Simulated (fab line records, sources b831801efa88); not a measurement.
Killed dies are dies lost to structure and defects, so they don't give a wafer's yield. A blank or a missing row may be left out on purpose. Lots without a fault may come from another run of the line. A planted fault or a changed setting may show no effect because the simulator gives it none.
Problem report in the 8D (eight disciplines) form, filled by code | flow gf180mcu | the parts of the form that need people (team, actions taken, sign-off) are left out

1. THE PROBLEM
heater_power_total_W at GF_M3_SOFTBAKE_10 reads a mean of 94.96 W on 1 wafer of 1 lot; wafers without a fault read 93.04 W with a standard deviation of 0.065. That is +30 standard deviations from the usual mean.
The step: time 60 s.
First seen on wafer L313.6, day 25 20:26, on litho_track-03. The record holds 35 wafers of 12 lots with a number at this step. Rule for "out", or "out of limits": more than 4 standard deviations from the usual mean. The other wafers with a number count as sound.

2. WHAT IT IS AND WHAT IT IS NOT
question                    | is                                 | is not
which readings at this step | heater_power_total_W, run_length_s | -
which lots                  | L313                               | L299, L300, L301, L302, L303, L304, L305, L306, L319, L321, L322
which wafers of those lots  | L313.6                             | L313.4
read on which tools         | litho_track-03                     | litho_track-02, litho_track-04
when                        | from day 25 20:26                  | up to then (25 sound wafers); but 9 sound wafers of L319, L321, L322 came after

3. SUSPECTS, AND WHAT RULES EACH OUT
Counting: a tool at a process step up to the reading stays a suspect if it ran every lot that is out. Sound lots after the first of them don't rule it out here, since some wafers of a struck lot are sound.
- litho_track-03 at GF_M3_SOFTBAKE_10 (time 60 s): kept. It ran the lot that is out, L313 (day 25 20:26); its last sound lot up to then is L305 (day 22 23:01). Its own readings are out on those wafers: heater_power_total_W, run_length_s.
Left after counting: litho_track-03 at GF_M3_SOFTBAKE_10.

4. THE CAUSE (what the simulator had put in)
Process parameter drift: litho_track-03, from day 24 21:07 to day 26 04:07, at GF_M3_SOFTBAKE_10. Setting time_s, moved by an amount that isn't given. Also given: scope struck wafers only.
Counting left only this tool.

5. THE CHAIN OF EFFECTS, in route order
Each row: a reading whose mean over the struck wafers that have a number lies more than 3 standard deviations from the usual. Only readings for which the record gives a usual standard deviation are gone through. hours: the time from each lot's start at the first step in this table that gives one to its start at this step, as a median over the lots. sigmas: the change in usual standard deviations.
hours | step              | reading              | usual   | on struck wafers | change | sigmas
0     | GF_M3_SOFTBAKE_10 | heater_power_total_W | 93.04 W | 94.96            | +1.92  | +30
0     | GF_M3_SOFTBAKE_10 | run_length_s         | 89.14 s | 85.66            | -3.48  | -23
The process steps in it:
- GF_M3_SOFTBAKE_10: time 60 s.
Later measuring or inspecting steps at which every struck wafer that the step has a row for has a number for every such reading, and none has moved that far: GF_V4_THK_MEAS_01.

6. WHAT WOULD HAVE CAUGHT IT SOONER
In this record the first reading out of limits was taken at day 25 20:26, 23 hours after the fault began at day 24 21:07.
